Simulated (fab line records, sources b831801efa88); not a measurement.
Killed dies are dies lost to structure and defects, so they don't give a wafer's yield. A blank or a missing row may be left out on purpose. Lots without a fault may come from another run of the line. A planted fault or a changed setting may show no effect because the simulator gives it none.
Tool commonality check | flow sky130 | 11 lots, 33 wafers sampled

WHY IT WAS OPENED
At SKY_CONTACT_RS_MEAS_25 the reading CONTACT_W_RS is flagged on 2 of 11 lots. Wafers without a fault read 0.339 ohm/sq, standard deviation 0.004.
Rule: a lot is flagged when every wafer of it that has a number lies more than 4 standard deviations from that mean, or none has a number. The other lots count as sound.

lot  | measured     | on            | CONTACT_W_RS (ohm/sq), wafer by wafer | flag
L781 | day 31 00:46 | film_metro-03 | 0.337 0.339 0.338                     |
L783 | day 32 02:19 | film_metro-03 | 0.337 0.338 0.341                     |
L785 | day 32 23:14 | film_metro-03 | 0.337 0.333 0.343                     |
L786 | day 33 00:03 | film_metro-01 | 0.349 0.348 0.342                     |
L787 | day 33 11:04 | film_metro-03 | 0.338 0.339 0.338                     |
L789 | day 34 02:41 | film_metro-01 | 0.341 0.333 0.342                     |
L790 | day 35 01:48 | film_metro-02 | 0.341 0.341 0.338                     |
L793 | day 35 23:46 | film_metro-03 | 0.336 0.344 0.339                     |
L797 | day 37 09:04 | film_metro-02 | 0.334 0.340 0.340                     |
L801 | day 37 22:31 | film_metro-01 | 1.091 1.093 1.054                     | FLAGGED
L802 | day 38 21:25 | film_metro-03 | 1.107 1.051 1.084                     | FLAGGED
The numbers of the flagged lots are 1.080 ohm/sq on average: +0.741 ohm/sq against the usual, or +99 or more standard deviations.

WHICH TOOL RAN EACH LOT
The record holds 3 process steps before the reading, out of a route of 708 steps. In each cell: the tool, then ch and the chambers that the sampled wafers went through, then the start.
lot  | flag    | SKY_CONTACT_ETCH_18                           | SKY_CONTACT_SPUTTER_23       | SKY_CONTACT_CVD_24
L781 |         | rie_diel-02 ch 0,1,3, day 31 00:36 or earlier | pvd_sputter-03, day 31 00:36 | cvd_w-01 ch 0,1, day 31 00:40
L783 |         | rie_diel-03 ch 0,1,2, day 32 02:08 or earlier | pvd_sputter-04, day 32 02:08 | cvd_w-01 ch 0,1, day 32 02:12
L785 |         | rie_diel-01 ch 1,2,3, day 32 23:01 or earlier | pvd_sputter-04, day 32 23:01 | cvd_w-01 ch 0,1, day 32 23:07
L786 |         | rie_diel-02 ch 1,2,3, day 32 23:52 or earlier | pvd_sputter-03, day 32 23:52 | cvd_w-02 ch 0,1, day 32 23:55
L787 |         | rie_diel-01 ch 1,3, day 33 10:53 or earlier   | pvd_sputter-03, day 33 10:53 | cvd_w-01 ch 0,1, day 33 10:56
L789 |         | rie_diel-01 ch 0,1,3, day 34 02:31 or earlier | pvd_sputter-02, day 34 02:31 | cvd_w-02 ch 0,1, day 34 02:35
L790 |         | rie_diel-03 ch 0,1,2, day 35 01:37 or earlier | pvd_sputter-02, day 35 01:37 | cvd_w-01 ch 0,1, day 35 01:40
L793 |         | rie_diel-03 ch 0,2,3, day 35 23:34 or earlier | pvd_sputter-02, day 35 23:34 | cvd_w-02 ch 0,1, day 35 23:38
L797 |         | rie_diel-02 ch 0,1,3, day 37 08:53 or earlier | pvd_sputter-02, day 37 08:53 | cvd_w-02 ch 0,1, day 37 08:57
L801 | FLAGGED | rie_diel-02 ch 0,1, day 37 22:21 or earlier   | pvd_sputter-03, day 37 22:21 | cvd_w-02 ch 0,1, day 37 22:25
L802 | FLAGGED | rie_diel-01 ch 0,1,3, day 38 21:14 or earlier | pvd_sputter-02, day 38 21:14 | cvd_w-02 ch 0,1, day 38 21:17
What these steps do:
- SKY_CONTACT_ETCH_18: etches Si3N4 in CHF3/O2, stops on TiN, time 39 s, target depth 75 nm.
- SKY_CONTACT_SPUTTER_23: material TiN, target thk 20 nm, time 80 s.
- SKY_CONTACT_CVD_24: deposits W, target thk 340 nm, time 102.12 s.
- SKY_CONTACT_RS_MEAS_25: measures by four-point-probe.

FLAGGED OVER TOTAL, TOOL BY TOOL (the gauges that took the reading come last)
step                   | tool           | lots run | flagged | share of the flagged lots | sound lots run after its first flagged lot
SKY_CONTACT_ETCH_18    | rie_diel-01    | 4        | 1       | some                      | 0
SKY_CONTACT_ETCH_18    | rie_diel-02    | 4        | 1       | some                      | 0
SKY_CONTACT_ETCH_18    | rie_diel-03    | 3        | 0       | none                      | -
SKY_CONTACT_SPUTTER_23 | pvd_sputter-02 | 5        | 1       | some                      | 0
SKY_CONTACT_SPUTTER_23 | pvd_sputter-03 | 4        | 1       | some                      | 0
SKY_CONTACT_SPUTTER_23 | pvd_sputter-04 | 2        | 0       | none                      | -
SKY_CONTACT_CVD_24     | cvd_w-01       | 5        | 0       | none                      | -
SKY_CONTACT_CVD_24     | cvd_w-02       | 6        | 2       | all                       | 0
SKY_CONTACT_RS_MEAS_25 | film_metro-01  | 3        | 1       | some                      | 0
SKY_CONTACT_RS_MEAS_25 | film_metro-02  | 2        | 0       | none                      | -
SKY_CONTACT_RS_MEAS_25 | film_metro-03  | 6        | 1       | some                      | 0
SKY_CONTACT_ETCH_18 gives no start for some lots, so the hours and the order of its lots are those of SKY_CONTACT_SPUTTER_23.

WHAT THE TABLE ALLOWS
1 row of the table ran every flagged lot: cvd_w-02 at SKY_CONTACT_CVD_24.
- cvd_w-02 at SKY_CONTACT_CVD_24: 2 of its 6 lots flagged. Its last sound lot is L797 (day 37 08:57), its first flagged lot L801 (day 37 22:25): a fault that began between those two fits.
One tool is left: cvd_w-02 at SKY_CONTACT_CVD_24.

WHAT THE SIMULATOR HAD PUT IN
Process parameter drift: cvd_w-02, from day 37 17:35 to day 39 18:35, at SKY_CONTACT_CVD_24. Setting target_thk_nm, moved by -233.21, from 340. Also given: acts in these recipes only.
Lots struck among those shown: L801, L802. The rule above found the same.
